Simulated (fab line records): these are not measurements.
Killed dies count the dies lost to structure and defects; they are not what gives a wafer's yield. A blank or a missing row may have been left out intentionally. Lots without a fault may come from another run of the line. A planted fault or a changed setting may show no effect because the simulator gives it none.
What tool caused it? -- flow sky130 -- 24 lots, 72 wafers sampled, at 3 steps of a route of 708

WHAT EACH GAUGE READ, for each wafer
SKY_VIA2_BOW_MEAS_03. Usual: VIA2_BOW 87 um, standard deviation 7.1.
lot,measured,on,VIA2_BOW (um),flag
L074,day 35 03:16,film_metro-03,101 73 95,
L075,day 35 08:50,film_metro-04,78 87 90,
L076,day 35 11:49,film_metro-03,89 81 92,
L077,day 35 23:04,film_metro-04,78 92 86,
L078,day 36 05:01,film_metro-02,90 88 88,
L079,day 37 04:04,film_metro-03,83 81 85,
L080,day 37 05:32,film_metro-04,90 84 84,
L081,day 37 12:40,film_metro-02,81 99 95,
L082,day 38 09:31,film_metro-02,81 77 84,
L085,day 38 17:04,film_metro-03,84 85 85,
L084,day 38 19:19,film_metro-04,89 75 94,
L083,day 38 21:35,film_metro-02,97 86 79,
L086,day 39 01:11,film_metro-04,79 85 78,
L087,day 39 16:26,film_metro-04,84 81 80,
L088,day 40 11:35,film_metro-04,85 85 90,
L089,day 40 11:53,film_metro-04,91 85 73,
L090,day 40 15:38,film_metro-02,102 96 68,
L091,day 40 17:01,film_metro-02,87 78 85,
L092,day 40 17:44,film_metro-03,93 99 99,
L093,day 40 21:10,film_metro-03,81 85 81,
L094,day 41 02:55,film_metro-02,82 88 81,
L095,day 41 03:14,film_metro-02,98 91 86,
L096,day 41 20:07,film_metro-04,83 89 89,
L097,day 42 03:25,film_metro-03,102 89 90,

SKY_VIA2_RS_MEAS_22: the measuring method here is four-point-probe. Usual: VIA2_W_RS 0.2707 ohm/sq, standard deviation 0.003.
lot,measured,on,VIA2_W_RS (ohm/sq),flag
L074,day 36 06:50,film_metro-04,0.2732 0.2705 0.2734,
L075,day 36 11:33,film_metro-03,0.2655 0.2678 0.2664,
L076,day 36 14:49,film_metro-04,0.2713 0.2667 0.2678,
L077,day 37 01:33,film_metro-04,0.2734 0.2744 0.2753,
L078,day 37 07:43,film_metro-03,0.2752 0.2767 0.2741,
L079,day 38 06:38,film_metro-02,0.2742 0.2748 0.2732,
L080,day 38 07:46,film_metro-02,0.2720 0.2715 0.2716,
L081,day 38 15:23,film_metro-02,0.2686 0.2719 0.2707,
L082,day 39 11:59,film_metro-04,0.2740 0.2733 0.2695,
L085,day 39 18:32,film_metro-03,0.2684 0.2691 0.2716,
L084,day 39 20:34,film_metro-04,0.2673 0.2710 0.2682,
L083,day 39 23:54,film_metro-03,0.2748 0.2714 0.2748,
L086,day 40 02:36,film_metro-02,0.2716 0.2712 0.2737,
L087,day 40 17:31,film_metro-04,0.2715 0.2717 0.2711,
L088,day 41 12:33,film_metro-02,0.2676 0.2723 0.2728,
L089,day 41 13:00,film_metro-02,0.2718 0.2753 0.2740,
L090,day 41 16:38,film_metro-03,0.2691 0.2703 0.2667,
L091,day 41 18:43,film_metro-02,0.2671 0.2689 0.2674,
L092,day 41 19:09,film_metro-03,0.2706 0.2673 0.2702,
L093,day 41 22:04,film_metro-04,0.2756 0.2698 0.2733,
L094,day 42 04:14,film_metro-04,0.2639 0.2694 0.2657,
L095,day 42 04:40,film_metro-03,0.2696 0.2674 0.2663,
L096,day 42 20:44,film_metro-04,0.2747 0.2751 0.2723,
L097,day 43 03:34,film_metro-03,0.2685 0.2666 0.2719,

WHAT TOOL EACH LOT RAN ON (gives the tool, then ch and the chambers of the sampled wafers, and finally the start)
lot,SKY_LI_CONTACT_ETCH_15
L074,"rie_diel-01 ch 0,1,2, day 29 03:45"
L075,"rie_diel-01 ch 1,2,3, day 29 08:57"
L076,"rie_diel-04 ch 0,2, day 29 11:48"
L077,"rie_diel-01 ch 1,2, day 29 22:18"
L078,"rie_diel-03 ch 0,2, day 30 04:54"
L079,"rie_diel-03 ch 1,2,3, day 31 05:24"
L080,"rie_diel-01 ch 0,3, day 31 07:15"
L081,"rie_diel-03 ch 0,2, day 31 17:06"
L082,"rie_diel-03 ch 0,1, day 32 12:09"
L085,"rie_diel-03 ch 0,1,3, day 32 22:21"
L084,"rie_diel-03 ch 0,1, day 33 01:15"
L083,"rie_diel-04 ch 0,1, day 33 01:36"
L086,"rie_diel-01 ch 0,1,2, day 33 06:56"
L087,"rie_diel-04 ch 2,3, day 33 21:09"
L088,"rie_diel-04 ch 1,2, day 34 18:14"
L089,"rie_diel-01 ch 0,1,2, day 34 18:48"
L090,"rie_diel-04 ch 0,1,2, day 34 20:05"
L091,"rie_diel-04 ch 0,1,3, day 34 21:54"
L092,"rie_diel-03 ch 0,2,3, day 35 01:35"
L093,"rie_diel-04 ch 0,2,3, day 35 06:03"
L094,"rie_diel-01 ch 1,2,3, day 35 12:14"
L095,"rie_diel-03 ch 1,3, day 35 13:24"
L096,"rie_diel-01 ch 0,2,3, day 36 06:38"
L097,"rie_diel-01 ch 0,1,2, day 36 13:30"
- SKY_LI_CONTACT_ETCH_15: etches PSG in C4F8/O2/Ar, stops on Si, target depth 600 nm.

WHAT THE TOOLS THEMSELVES READ (means of the sampled wafers that have a number; where no wafer has one, the mark that the record gives instead)
SKY_LI_CONTACT_ETCH_15. Usual: oes_product_au 0.832 a.u., standard deviation 0.0044; rf_fwd_power_W 1493 W, standard deviation 4.8.
lot,tool,oes_product_au (a.u.),rf_fwd_power_W (W),flag
L074,rie_diel-01,0.829,1491,
L075,rie_diel-01,0.832,1493,
L076,rie_diel-04,0.832,1494,
L077,rie_diel-01,0.832,1496,
L078,rie_diel-03,0.830,1496,
L079,rie_diel-03,0.835,1492,
L080,rie_diel-01,0.830,1496,
L081,rie_diel-03,0.832,1492,
L082,rie_diel-03,0.842,1494,
L085,rie_diel-03,0.829,1493,
L084,rie_diel-03,0.827,1488,
L083,rie_diel-04,0.832,1489,
L086,rie_diel-01,0.831,1489,
L087,rie_diel-04,0.831,1495,
L088,rie_diel-04,0.830,1494,
L089,rie_diel-01,0.830,1491,
L090,rie_diel-04,0.833,1491,
L091,rie_diel-04,0.835,1496,
L092,rie_diel-03,0.833,1490,
L093,rie_diel-04,0.833,1496,
L094,rie_diel-01,0.833,1493,
L095,rie_diel-03,0.830,1496,
L096,rie_diel-01,0.834,1498,
L097,rie_diel-01,0.830,1496,

THE ANSWER, worked out from the rows above alone
Rule: take the mean of a lot's wafers that have a number; if it is more than 3 standard deviations from the usual mean, the lot is off. Also off: a lot with no number at a reading for which 4 or more lots have one. All remaining lots with rows at the step are treated as sound. First the gauges in route order, then the tools' own readings, where a lot's mean is used as printed above. At the first step where some lot is off, the reading lying furthest off is the one used; lots without a number count as furthest.
Nothing can be told from this: no lot is off at any reading shown.

WHAT WAS PUT IN BY THE SIMULATOR
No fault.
